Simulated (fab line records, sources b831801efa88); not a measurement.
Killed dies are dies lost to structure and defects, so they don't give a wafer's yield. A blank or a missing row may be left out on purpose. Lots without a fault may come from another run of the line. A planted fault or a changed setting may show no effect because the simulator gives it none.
Tool commonality check | flow sky130 | 12 lots, 36 wafers sampled

WHY IT WAS OPENED
At SKY_VT_ADJUST_HVTP_TW_MEAS_11 the reading VT_ADJUST_HVTP_TW is flagged on 2 of 12 lots. Wafers without a fault read 1348, standard deviation 16.
Rule: a lot is flagged when every wafer of it that has a number lies more than 4 standard deviations from that mean, or none has a number. The other lots count as sound.

lot  | measured     | on            | VT_ADJUST_HVTP_TW, wafer by wafer | flag
L797 | day 6 05:14  | film_metro-03 | 1324 1329 1326                    |
L799 | day 6 15:54  | film_metro-02 | 1357 1355 1352                    |
L802 | day 7 05:32  | film_metro-03 | 1335 1346 1335                    |
L803 | day 7 16:32  | film_metro-02 | 1359 1367 1370                    |
L804 | day 7 23:17  | film_metro-03 | 1338 1336 1336                    |
L805 | day 8 07:21  | film_metro-04 | 1366 1358 1371                    |
L806 | day 8 13:42  | film_metro-04 | 1367 1364 1368                    |
L807 | day 9 03:13  | film_metro-03 | 1327 1338 1338                    |
L809 | day 9 12:00  | film_metro-03 | 1661 1657 1663                    | FLAGGED
L810 | day 9 15:36  | film_metro-02 | 1361 1363 1372                    |
L814 | day 10 15:41 | film_metro-03 | 1671 1675 1676                    | FLAGGED
L816 | day 11 01:50 | film_metro-03 | 1335 1333 1328                    |
The numbers of the flagged lots are 1667 on average: +319 against the usual, or +20 standard deviations.

WHICH TOOL RAN EACH LOT
The record holds 3 process steps before the reading, out of a route of 708 steps. In each cell: the tool, then ch and the chambers that the sampled wafers went through, then the start.
lot  | flag    | SKY_NWELL_STRIP_25                   | SKY_NWELL_RTA_28                 | SKY_VT_ADJUST_HVTP_IMPLANT_09
L797 |         | plasma_asher-02 ch 1, day 5 10:46    | rtp_anneal-01 ch 0, day 5 10:59  | implanter-03 ch 0, day 6 04:59
L799 |         | plasma_asher-02 ch 0,1, day 5 20:28  | rtp_anneal-01 ch 0, day 5 20:42  | implanter-01 ch 0, day 6 15:40
L802 |         | plasma_asher-04 ch 1, day 6 09:52    | rtp_anneal-01 ch 0, day 6 10:05  | implanter-04 ch 0, day 7 05:17
L803 |         | plasma_asher-04 ch 1, day 6 19:28    | rtp_anneal-01 ch 0, day 6 19:41  | implanter-04 ch 0, day 7 16:17
L804 |         | plasma_asher-01 ch 0,1, day 7 02:43  | rtp_anneal-02 ch 0, day 7 02:56  | implanter-04 ch 0, day 7 23:02
L805 |         | plasma_asher-04 ch 0,1, day 7 10:19  | rtp_anneal-01 ch 0, day 7 10:33  | implanter-03 ch 0, day 8 07:07
L806 |         | plasma_asher-04 ch 0,1, day 7 16:04  | rtp_anneal-02 ch 0, day 7 16:17  | implanter-01 ch 0, day 8 13:27
L807 |         | plasma_asher-01 ch 0,1, day 8 05:40  | rtp_anneal-01 ch 0, day 8 05:53  | implanter-03 ch 0, day 9 03:01
L809 | FLAGGED | plasma_asher-02 ch 0,1, day 8 14:25  | rtp_anneal-01 ch 0, day 8 14:38  | implanter-03 ch 0, day 9 11:26
L810 |         | plasma_asher-02 ch 0,1, day 8 18:01  | rtp_anneal-02 ch 0, day 8 18:15  | implanter-04 ch 0, day 9 15:22
L814 | FLAGGED | plasma_asher-04 ch 0,1, day 9 15:58  | rtp_anneal-02 ch 0, day 9 16:11  | implanter-03 ch 0, day 10 15:10
L816 |         | plasma_asher-04 ch 0,1, day 10 01:40 | rtp_anneal-02 ch 0, day 10 01:56 | implanter-01 ch 0, day 11 01:35
What these steps do:
- SKY_NWELL_STRIP_25: strips in O2/N2.
- SKY_NWELL_RTA_28: time 30 s.
- SKY_VT_ADJUST_HVTP_IMPLANT_09
- SKY_VT_ADJUST_HVTP_TW_MEAS_11

FLAGGED OVER TOTAL, TOOL BY TOOL (the gauges that took the reading come last)
step                          | tool            | lots run | flagged | share of the flagged lots | sound lots run after its first flagged lot
SKY_NWELL_STRIP_25            | plasma_asher-01 | 2        | 0       | none                      | -
SKY_NWELL_STRIP_25            | plasma_asher-02 | 4        | 1       | some                      | 1 (L810)
SKY_NWELL_STRIP_25            | plasma_asher-04 | 6        | 1       | some                      | 1 (L816)
SKY_NWELL_RTA_28              | rtp_anneal-01   | 7        | 1       | some                      | 0
SKY_NWELL_RTA_28              | rtp_anneal-02   | 5        | 1       | some                      | 1 (L816)
SKY_VT_ADJUST_HVTP_IMPLANT_09 | implanter-01    | 3        | 0       | none                      | -
SKY_VT_ADJUST_HVTP_IMPLANT_09 | implanter-03    | 5        | 2       | all                       | 0
SKY_VT_ADJUST_HVTP_IMPLANT_09 | implanter-04    | 4        | 0       | none                      | -
SKY_VT_ADJUST_HVTP_TW_MEAS_11 | film_metro-02   | 3        | 0       | none                      | -
SKY_VT_ADJUST_HVTP_TW_MEAS_11 | film_metro-03   | 7        | 2       | all                       | 1 (L816)
SKY_VT_ADJUST_HVTP_TW_MEAS_11 | film_metro-04   | 2        | 0       | none                      | -

WHAT THE TABLE ALLOWS
2 rows of the table ran every flagged lot: implanter-03 at SKY_VT_ADJUST_HVTP_IMPLANT_09, film_metro-03 at SKY_VT_ADJUST_HVTP_TW_MEAS_11.
- implanter-03 at SKY_VT_ADJUST_HVTP_IMPLANT_09: 2 of its 5 lots flagged. Its last sound lot is L807 (day 9 03:01), its first flagged lot L809 (day 9 11:26): a fault that began between those two fits.
- film_metro-03 at SKY_VT_ADJUST_HVTP_TW_MEAS_11: 2 of its 7 lots flagged. Sound lots ran on it after the first flagged one (L816), which a lasting fault on the whole tool wouldn't allow.
One tool is left: implanter-03 at SKY_VT_ADJUST_HVTP_IMPLANT_09.

WHAT THE SIMULATOR HAD PUT IN
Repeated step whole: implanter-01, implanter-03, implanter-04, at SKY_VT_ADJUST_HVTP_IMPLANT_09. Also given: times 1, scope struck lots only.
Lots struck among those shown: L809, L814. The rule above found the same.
